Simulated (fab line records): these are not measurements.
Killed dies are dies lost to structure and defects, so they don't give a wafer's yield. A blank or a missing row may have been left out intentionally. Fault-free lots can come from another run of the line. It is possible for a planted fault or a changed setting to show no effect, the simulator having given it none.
Matching of chambers | flow gf180mcu | GF_CONTACT_CMP_27 on cmp-01: 4 sister chambers
The step polishes, stops on SiO2, t overpolish 15 s, target thk 0 nm. 7 wafers are shown with their chamber, then 7 later ones without.

## EACH WAFER AND ITS CHAMBER
wafer  | chamber | motor-current-A (A) | time-to-endpoint-s (s)
L256.4 | 2       | 10.0                | 72
L258.6 | 3       | 9.0                 | 74
L261.1 | 3       | 9.3                 | 70
L261.2 | 0       | 13.1                | 69
L261.5 | 1       | 10.2                | 75
L262.1 | 1       | 10.2                | 75
L262.4 | 0       | 13.0                | 71

## WAFERS WHOSE CHAMBER IS MISSING
wafer  | motor-current-A (A) | time-to-endpoint-s (s)
L262.5 | 12.9                | 68
L265.2 | 9.9                 | 76
L265.4 | 10.1                | 81
L265.5 | 10.2                | 76
L268.1 | 10.4                | 83
L268.4 | 10.7                | 75
L268.5 | 10.0                | 75

## WHICH CHAMBER EACH ONE RAN IN
wafer  | from the rows above     | in truth
L262.5 | 0                       | 0
L265.2 | can't be placed: 2 or 1 | 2
L265.4 | can't be placed: 1 or 2 | 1
L265.5 | 1                       | 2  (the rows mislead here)
L268.1 | 1                       | 1
L268.4 | can't be placed: 1 or 2 | 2
L268.5 | can't be placed: 1 or 2 | 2
2 of 7 placed correctly. Not placeable from these rows: 4 (in 4, the candidates include the true chamber). 1 placed wrongly.
How it was worked out, from the rows above alone: a wafer's distance from a chamber is the root of the sum, over the readings, of the square of ((its reading less the chamber's mean) divided by the reading's scatter). If the next closest chamber is less than 2 further off than the closest, the wafer can't be placed; otherwise it belongs to the closest. Each chamber's mean is taken over the wafers shown for it. The scatter: the root of (the sum of the squares of (reading less its chamber's mean) over the shown wafers, divided by (wafers less chambers)).
